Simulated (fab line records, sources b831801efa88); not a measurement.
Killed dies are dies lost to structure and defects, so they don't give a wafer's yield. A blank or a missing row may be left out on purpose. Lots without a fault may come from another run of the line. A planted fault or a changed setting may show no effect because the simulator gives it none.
Chamber matching | flow sfq_line | SFQ_TRILAYER_I0_CMP_CMP_028 on cmp-01: 4 sister chambers
The step polishes SiO2. 4 wafers are shown with their chamber, then 7 later ones without.

WAFERS WITH THEIR CHAMBER
wafer  | chamber | motor_current_A (A)
L422.5 | 3       | 8.7
L422.6 | 0       | 11.6
L423.2 | 2       | 11.3
L423.3 | 1       | 10.9

WAFERS WITHOUT THEIR CHAMBER
wafer  | motor_current_A (A)
L423.4 | 8.7
L425.2 | 8.9
L425.4 | 11.1
L425.5 | 10.7
L427.1 | 8.3
L427.3 | 10.8
L427.6 | 11.1

WHICH CHAMBER EACH WENT THROUGH
wafer  | from the rows above          | in truth
L423.4 | 3                            | 3
L425.2 | 3                            | 3
L425.4 | can't be placed: 1 or 2 or 0 | 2
L425.5 | can't be placed: 1 or 2      | 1
L427.1 | 3                            | 3
L427.3 | can't be placed: 1 or 2      | 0
L427.6 | can't be placed: 1 or 2 or 0 | 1
Placed correctly: 3 of 7. Can't be placed from these rows: 4 (the true chamber is among the candidates in 3). Placed wrongly: 0.
How it was worked out, from the rows above alone: a wafer's distance from a chamber is the root of the sum, over the readings, of the square of ((its reading less the chamber's mean) divided by the reading's scatter). The wafer belongs to the nearest chamber; if the next one is less than 2 further off, it can't be placed. A chamber's mean is the mean of its shown wafers. The scatter: with one shown wafer a chamber, the root of the mean of the squares of how far each hidden wafer lies from its nearest shown one.
